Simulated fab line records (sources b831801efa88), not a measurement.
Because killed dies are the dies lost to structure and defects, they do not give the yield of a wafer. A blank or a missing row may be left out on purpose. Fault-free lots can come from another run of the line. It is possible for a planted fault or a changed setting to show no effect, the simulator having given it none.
fab line records	flow gf180mcu
record: lots: 14	wafers: 42	last_day: 34
route steps=602 shown CONTACT@313 M1@317 V1@339
lots that met no fault: taken from a fault-free run of the same line
start_h: hours from the record's first day to the start of the lot's first wafer shown	wait_h: hours elapsed since this lot's preceding step	" repeats the value in the row above	L1.1+2: a single row standing in for several wafers	- no value present, or no start provided	* or withheld: withheld	< > ~ a bound
route shown NAME@n: names a module that has steps shown in the file, with the first one's number in the route	usual: the fault-free wafers' mean and standard deviation	same: alike in all rows	chamber/n: place in a boat	sites: readings site by site	_std_site: how widely they spread, as a standard deviation	_edge_site: the outer-site mean with the inner-site mean subtracted	radius_mm: how far each site lies from the wafer's centre	mask NAME#n: copy n	behind: the most recent tool/chamber to have shaped the wafer	hold: why the lot was held/for how many hours/how that ended	device: transistor that didn't switch, given as n, p or np	end of line: tests of these same wafers at the route's end	a step with no rows: only its recipe	killed: not the wafer's yield, but the dies lost to structure and defects at the first sort	map: the dies of a wafer, with x for killed, . for not killed, _ for no die there
set.NAME: the run value of the setting; set.NAME@STEP: its run value at that earlier step	model.NAME: the simulator's own value behind a step, which no gauge read
steps of the route over a sample of lots; a table a step, a row a wafer
services: from which hour (start_h, from the record's first day; less than 0 if before it) a tool's chamber was out of use, for how many hours, and why
== steps ==
step: GF_CONTACT_THK_MEAS_26
recipe: thk_meas_gauge: xrf	reads: W_of_CONTACT_CVD_24
usual: CONTACT_W_THK: 304/3.5
lot.wafer	tool	chamber	start_h	wait_h	CONTACT_W_THK[nm]
L658.2	film_metro-03	-	366.69	0.1	298
L658.3	"	-	"	"	301
L658.5	"	-	"	"	302
L660.1	film_metro-03	-	406.83	0.1	308
L660.4	"	-	"	"	302
L660.6	"	-	"	"	303
L661.1	film_metro-03	-	409.44	0.1	306
L661.4	"	-	"	"	311
L661.6	"	-	"	"	309
L663.1	film_metro-01	-	416.02	0.1	303
L663.4	"	-	"	"	303
L663.6	"	-	"	"	303
L670.2	film_metro-03	-	479.38	0.1	305
L670.3	"	-	"	"	303
L670.6	"	-	"	"	305
L671.1	film_metro-01	-	496.45	0.1	299
L671.2	"	-	"	"	301
L671.5	"	-	"	"	298
L672.2	film_metro-04	-	499.34	0.1	297
L672.3	"	-	"	"	294
L672.5	"	-	"	"	297
L673.1	film_metro-03	-	508.55	0.1	304
L673.2	"	-	"	"	305
L673.3	"	-	"	"	305
L674.2	film_metro-03	-	512.57	0.1	304
L674.3	"	-	"	"	300
L674.4	"	-	"	"	308
L675.1	film_metro-01	-	520.91	0.1	305
L675.2	"	-	"	"	300
L675.4	"	-	"	"	301
L676.4	film_metro-04	-	529.14	0.1	305
L676.5	"	-	"	"	302
L676.6	"	-	"	"	300
L678.1	film_metro-03	-	543.55	0.1	306
L678.3	"	-	"	"	304
L678.6	"	-	"	"	307
L679.1	film_metro-03	-	551.99	0.1	305
L679.2	"	-	"	"	303
L679.5	"	-	"	"	306
L680.1	film_metro-03	-	560.61	0.1	307
L680.2	"	-	"	"	310
L680.6	"	-	"	"	306
step: GF_M1_SPUTTER_02
recipe: material: AlCu	target_thk_nm: 450	power_w: 10600	time_s: 23.9	chamber_pressure_pa: 0.4
usual: cathode_dc_power_W: 10600/2	throttle_valve_pct: 30.0/0.5
lot.wafer	tool	chamber	start_h	wait_h	cathode_dc_power_W	throttle_valve_pct
L658.2	pvd_sputter-03	-	367.17	0.0	10598	30.6
L658.3	"	-	"	"	10601	31.1
L658.5	"	-	"	"	10601	30.5
L660.1	pvd_sputter-01	-	407.32	0.0	10600	30.2
L660.4	"	-	"	"	10599	29.6
L660.6	"	-	"	"	10599	30.1
L661.1	pvd_sputter-04	-	409.93	0.0	10600	30.1
L661.4	"	-	"	"	10600	30.4
L661.6	"	-	"	"	10599	29.5
L663.1	pvd_sputter-03	-	416.51	0.0	10600	30.9
L663.4	"	-	"	"	10601	30.7
L663.6	"	-	"	"	10604	30.1
L670.2	pvd_sputter-01	-	479.86	0.0	10599	29.6
L670.3	"	-	"	"	10597	29.7
L670.6	"	-	"	"	10603	29.6
L671.1	pvd_sputter-01	-	496.94	0.0	10599	29.7
L671.2	"	-	"	"	10597	30.1
L671.5	"	-	"	"	10600	30.0
L672.2	pvd_sputter-03	-	499.82	0.0	10601	31.2
L672.3	"	-	"	"	10600	30.2
L672.5	"	-	"	"	10602	31.1
L673.1	pvd_sputter-01	-	509.12	0.0	10599	29.6
L673.2	"	-	"	"	10597	29.5
L673.3	"	-	"	"	10598	30.0
L674.2	pvd_sputter-01	-	513.05	0.0	10603	30.1
L674.3	"	-	"	"	10601	29.6
L674.4	"	-	"	"	10600	29.3
L675.1	pvd_sputter-03	-	521.66	0.0	10599	31.2
L675.2	"	-	"	"	10601	31.1
L675.4	"	-	"	"	10600	29.8
L676.4	pvd_sputter-04	-	529.63	0.0	10598	30.0
L676.5	"	-	"	"	10598	29.4
L676.6	"	-	"	"	10598	29.5
L678.1	pvd_sputter-04	-	544.04	0.0	10604	30.7
L678.3	"	-	"	"	10599	29.4
L678.6	"	-	"	"	10600	29.6
L679.1	pvd_sputter-01	-	552.48	0.0	10602	29.8
L679.2	"	-	"	"	10599	30.0
L679.5	"	-	"	"	10600	29.5
L680.1	pvd_sputter-04	-	561.10	0.0	10598	29.6
L680.2	"	-	"	"	10599	30.1
L680.6	"	-	"	"	10600	29.5
step: GF_V1_CMP_04
recipe: material: SiO2	down_force_psi: 4	platen_rpm: 60	pad_velocity_m_s: 0.94248
usual: edge_zone_pressure_frac: 0.999/0.0048	head_pressure_psi: 3.999/0.008	motor_current_A: 11.0/1.1	time_to_endpoint_s: 77/6.6
lot.wafer	tool	chamber	start_h	wait_h	edge_zone_pressure_frac	head_pressure_psi	motor_current_A	time_to_endpoint_s
L658.2	cmp-02	1	389.75	0.1	1.005	4.011	9.6	73
L658.3	"	3	"	"	0.999	4.004	12.1	76
L658.5	"	0	"	"	1.005	3.993	12.5	75
L660.4	cmp-01	1	431.51	0.0	0.998	3.986	9.6	73
L660.1	"	0	"	"	0.994	3.998	12.1	72
L660.6	"	1	"	"	1.007	4.009	10.2	82
L661.1	cmp-02	2	433.81	0.1	1.004	4.001	11.6	79
L661.4	"	3	"	"	0.990	3.993	11.8	86
L661.6	"	0	"	"	0.993	4.015	12.7	76
L663.4	cmp-02	0	441.62	0.0	0.997	3.993	11.6	74
L663.1	"	3	"	"	0.996	4.023	12.5	72
L663.6	"	1	"	"	1.000	4.005	10.0	76
L670.2	cmp-01	3	504.37	0.0	-	-	-	-
L670.3	"	0	"	"	-	-	-	-
L670.6	"	3	"	"	-	-	-	-
L671.2	cmp-01	0	520.93	0.0	-	-	-	-
L671.1	"	3	"	"	-	-	-	-
L671.5	"	0	"	"	-	-	-	-
L672.2	cmp-01	0	524.23	0.1	1.004	4.006	12.4	76
L672.3	"	1	"	"	1.002	4.017	9.4	82
L672.5	"	3	"	"	1.000	4.003	9.7	72
L673.3	cmp-01	3	533.18	0.0	1.003	4.000	9.6	65
L673.2	"	1	"	"	1.007	3.999	10.0	80
L673.1	"	2	"	"	0.999	3.994	11.1	85
L674.2	cmp-01	2	537.15	0.0	0.993	3.994	10.3	75
L674.4	"	0	"	"	0.995	4.003	11.9	73
L674.3	"	1	"	"	0.997	3.986	10.0	63
L675.4	cmp-02	3	545.85	0.0	1.005	4.006	12.2	86
L675.2	"	0	"	"	0.997	4.011	11.8	75
L675.1	"	1	"	"	1.003	4.000	9.9	73
L676.4	cmp-01	3	553.84	0.0	1.009	4.007	9.8	74
L676.6	"	3	"	"	1.012	4.001	10.2	70
L676.5	"	0	"	"	0.996	4.010	12.0	81
L678.3	cmp-01	1	567.52	0.1	1.000	3.998	9.8	77
L678.1	"	2	"	"	0.999	3.998	11.9	79
L678.6	"	0	"	"	1.001	3.998	12.0	79
L679.1	cmp-01	3	574.70	0.1	1.000	3.992	9.6	69
L679.2	"	0	"	"	1.000	4.006	11.7	76
L679.5	"	3	"	"	0.997	3.994	9.5	65
L680.2	cmp-01	2	583.66	0.0	1.001	3.995	11.2	75
L680.1	"	0	"	"	1.003	4.000	12.7	69
L680.6	"	2	"	"	0.998	4.000	10.7	76
step: GF_V1_OVL_MEAS_15
usual: V1_OVL: 0/5.7
lot.wafer	tool	chamber	start_h	wait_h	V1_OVL[nm]
L658.2	overlay-02	-	412.48	0.1	-1
L658.3	"	-	"	"	-2
L658.5	"	-	"	"	1
L660.1	overlay-01	-	456.37	0.1	6
L660.4	"	-	"	"	-2
L660.6	"	-	"	"	4
L661.1	overlay-01	-	458.32	0.1	1
L661.4	"	-	"	"	3
L661.6	"	-	"	"	6
L663.1	overlay-01	-	466.15	0.1	3
L663.4	"	-	"	"	-12
L663.6	"	-	"	"	-6
L670.2	overlay-02	-	527.78	0.1	-5
L670.3	"	-	"	"	-5
L670.6	"	-	"	"	1
L671.1	overlay-02	-	543.85	0.1	1
L671.2	"	-	"	"	4
L671.5	"	-	"	"	-7
L672.2	overlay-02	-	547.48	0.1	6
L672.3	"	-	"	"	7
L672.5	"	-	"	"	10
L673.1	overlay-01	-	556.05	0.1	2
L673.2	"	-	"	"	6
L673.3	"	-	"	"	3
L674.2	overlay-01	-	560.75	0.1	6
L674.3	"	-	"	"	5
L674.4	"	-	"	"	3
L675.1	overlay-02	-	568.57	0.1	7
L675.2	"	-	"	"	1
L675.4	"	-	"	"	0
L676.4	overlay-02	-	575.79	0.1	14
L676.5	"	-	"	"	5
L676.6	"	-	"	"	7
L678.1	overlay-01	-	589.17	0.1	-2
L678.3	"	-	"	"	-5
L678.6	"	-	"	"	-10
L679.1	overlay-01	-	596.48	0.1	3
L679.2	"	-	"	"	-2
L679.5	"	-	"	"	4
L680.1	overlay-02	-	605.52	0.1	1
L680.2	"	-	"	"	5
L680.6	"	-	"	"	3
step: GF_V1_ETCH_17
recipe: chemistry: C4F8/O2/Ar	mask_material: KrF	target: SiO2	stop_on: TiN	source_w: 1500	bias_w: 1200	pressure_mtorr: 40	c4f8_flow_sccm: withheld	O2_flow_sccm: 6	Ar_flow_sccm: 300	time_s: withheld	target_depth_a: 6300
usual: bias_w: 1200/3.7	oes_product_au: 0.856/0.0047
lot.wafer	tool	chamber	start_h	wait_h	bias_w	oes_product_au
L658.2	rie_diel-03	0	-	-	1209	0.849
L658.3	"	1	"	"	1204	0.849
L658.5	"	3	"	"	1198	0.855
L660.1	rie_diel-03	0	-	-	1205	0.862
L660.4	"	3	"	"	1202	0.854
L660.6	"	1	"	"	1197	0.856
L661.1	rie_diel-01	3	-	-	1197	0.863
L661.4	"	1	"	"	1196	0.853
L661.6	"	0	"	"	1201	0.848
L663.1	rie_diel-02	0	-	-	1201	0.854
L663.4	"	2	"	"	1201	0.860
L663.6	"	3	"	"	1200	0.856
L670.2	rie_diel-03	1	-	-	1198	1.617
L670.3	"	0	"	"	1204	1.627
L670.6	"	0	"	"	1203	1.634
L671.1	rie_diel-02	0	-	-	1202	1.636
L671.2	"	3	"	"	1198	1.610
L671.5	"	1	"	"	1204	1.619
L672.2	rie_diel-03	1	-	-	1203	0.859
L672.3	"	0	"	"	1201	0.862
L672.5	"	3	"	"	1204	0.851
L673.1	rie_diel-03	1	-	-	1198	0.862
L673.2	"	3	"	"	1194	0.856
L673.3	"	0	"	"	1199	0.857
L674.2	rie_diel-01	3	-	-	1203	0.863
L674.3	"	2	"	"	1201	0.857
L674.4	"	0	"	"	1202	0.853
L675.1	rie_diel-02	3	-	-	1198	0.859
L675.2	"	1	"	"	1196	0.857
L675.4	"	0	"	"	1197	0.865
L676.4	rie_diel-03	2	-	-	1199	0.847
L676.5	"	0	"	"	1204	0.844
L676.6	"	1	"	"	1195	0.855
L678.1	rie_diel-01	1	-	-	1203	0.854
L678.3	"	2	"	"	1201	0.858
L678.6	"	2	"	"	1198	0.860
L679.1	rie_diel-01	2	-	-	1201	0.849
L679.2	"	1	"	"	1203	0.858
L679.5	"	2	"	"	1199	0.851
L680.1	rie_diel-02	2	-	-	1201	0.864
L680.2	"	0	"	"	1194	0.858
L680.6	"	3	"	"	1205	0.854
== services ==
tool	chamber	start_h	hours	kind
cmp-01	-	345.53	0.2	repair
cmp-02	-	347.65	1.9	repair
pvd_sputter-01	-	357.03	0.6	repair
cmp-02	-	364.44	2.7	repair
cmp-01	-	379.39	0.5	repair
rie_diel-03	-	387.93	4.3	pm
cmp-01	-	390.79	4.9	pm
rie_diel-02	2	394.62	5.0	repair
rie_diel-03	3	396.58	1.3	repair
cmp-01	-	404.00	4.0	pm
rie_diel-02	2	422.17	15.0	repair
pvd_sputter-04	-	426.03	3.2	repair
rie_diel-03	2	431.14	10.1	repair
rie_diel-01	1	464.21	2.3	repair
rie_diel-03	3	483.94	6.1	repair
rie_diel-02	2	484.00	10.5	repair
rie_diel-01	1	490.42	3.6	repair
rie_diel-03	-	502.07	0.3	repair
cmp-01	-	507.68	0.6	repair
cmp-02	-	517.38	9.5	pm
pvd_sputter-01	-	517.94	1.8	repair
rie_diel-03	2	546.30	4.9	repair
cmp-01	-	585.91	2.3	repair
rie_diel-03	3	595.80	11.5	repair
== key ==
first_sign: step: GF_V1_CMP_04	reading: tool_record	direction: missing
effect: step: GF_V1_ETCH_17	reading: oes_product_au	direction: up	sigmas: 99+	usual: 0.856	struck: 1.624
met_at GF_V1_CMP_04
struck_lots L670,L671
later_rows_left_out L670.2,L670.3,L670.6,L671.1,L671.2,L671.5
sort_left_out L670.2,L670.3,L670.6,L671.1,L671.2,L671.5
not_acting_at GF_CONTACT_THK_MEAS_26,GF_M1_SPUTTER_02,GF_V1_OVL_MEAS_15
onset_between 431.51 504.37
fault: kind: skipped_step_whole	tool: cmp-01	chamber: -	onset_h: 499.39	steps: GF_V1_CMP_04	scope: struck_lots_only
sort_left_out: the simulated sort isn't trusted on such a fault, so these wafers' sort isn't shown, and their yield isn't known
later_rows_left_out: the simulator's readings of these wafers behind a module that went badly wrong aren't trusted and aren't shown, but for the sort
